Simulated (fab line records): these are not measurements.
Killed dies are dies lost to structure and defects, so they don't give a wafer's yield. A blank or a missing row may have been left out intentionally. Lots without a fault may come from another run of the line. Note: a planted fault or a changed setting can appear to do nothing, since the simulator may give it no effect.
What tool caused it?    flow sfq line    15 lots (44 wafers sampled), 1 step of a 325-step route

== WHAT THE GAUGES READ, wafer by wafer ==
The record lacks any reading of a measuring or inspecting step that a usual standard deviation could be used to judge.

== WHICH TOOL RAN EACH LOT (tool, then ch and the chambers of the sampled wafers, then the start) ==
lot   SFQ_TRILAYER_M6_BARC_OPEN_METAL_ETCH_206
L517  rie metal-02 ch 0,1, day 69 20:26
L518  rie metal-02 ch 0, day 69 23:35
L519  rie metal-02 ch 0,1, day 70 03:34
L520  rie metal-02 ch 1, day 70 18:13
L523  rie metal-02 ch 0,1, day 72 00:07
L529  rie metal-01 ch 1, day 82 12:18
L530  rie metal-04 ch 0,1, day 82 22:04
L531  rie metal-04 ch 0,1, day 83 07:41
L532  rie metal-02 ch 1, day 83 12:28
L534  rie metal-02 ch 1, day 83 19:40
L535  rie metal-01 ch 0,1, day 83 22:04
L537  rie metal-01 ch 0,1, day 84 04:05
L538  rie metal-01 ch 0,1, day 84 07:40
L539  rie metal-01 ch 0,1, day 84 11:16
L540  rie metal-02 ch 0,1, day 84 16:11
- SFQ_TRILAYER_M6_BARC_OPEN_METAL_ETCH_206: etches BARC in O2, target depth 125 nm, time 41.7 s.

== WHAT THE TOOLS THEMSELVES READ (means of the sampled wafers that have a number; where no wafer has one, the mark that the record gives instead) ==
SFQ_TRILAYER_M6_BARC_OPEN_METAL_ETCH_206.
lot   tool          drypump motor current A (A)  oes product au (a.u.)  run length s (s)
L517  rie metal-02  5.7                          0.686                  69.7
L518  rie metal-02  5.3                          0.680                  70.0
L519  rie metal-02  6.0                          0.711                  67.9
L520  rie metal-02  6.4                          0.714                  68.0
L523  rie metal-02  5.8                          0.766                  64.2
L529  rie metal-01  5.4                          0.687                  70.6
L530  rie metal-04  5.2                          0.678                  70.2
L531  rie metal-04  5.2                          0.684                  70.2
L532  rie metal-02  6.4                          0.686                  69.7
L534  rie metal-02  6.5                          0.682                  69.8
L535  rie metal-01  5.4                          0.682                  70.7
L537  rie metal-01  5.4                          0.682                  70.6
L538  rie metal-01  5.4                          0.686                  70.4
L539  rie metal-01  5.4                          0.683                  70.7
L540  rie metal-02  5.7                          0.684                  69.9

== THE ANSWER, worked out from the rows above alone ==
Rule: the lots themselves supply what counts as usual. The widest of any qualifying gaps counts: lots, ordered by their means at a reading, are off when they make up no more than a third of the lots, leave a main group of 4 or more, and stand apart from it by 3 or more times the standard deviation of that group's means. A main group is skipped when, at the precision printed for the reading in the tables above, its means are all equal. A lot without any number at a reading at which 4 lots or more have one is off too. Where the step has rows for the other lots, those lots are counted as sound. Order of review: gauges by route order, followed by the tools' own readings, for which a lot's mean as printed above is used. At the first step where some lot is off, the reading lying furthest off is the one used; lots without a number count as furthest.
Off at SFQ_TRILAYER_M6_BARC_OPEN_METAL_ETCH_206 (oes product au): L519, L520, L523. The main group: mean 0.683 a.u., standard deviation 0.0026.
If a tool, at that step or one of the process steps before it, ran each lot that is off and ran no sound lot following the first of them, it fits. Not one of the candidates tried fits.

== WHAT THE SIMULATOR PUT IN ==
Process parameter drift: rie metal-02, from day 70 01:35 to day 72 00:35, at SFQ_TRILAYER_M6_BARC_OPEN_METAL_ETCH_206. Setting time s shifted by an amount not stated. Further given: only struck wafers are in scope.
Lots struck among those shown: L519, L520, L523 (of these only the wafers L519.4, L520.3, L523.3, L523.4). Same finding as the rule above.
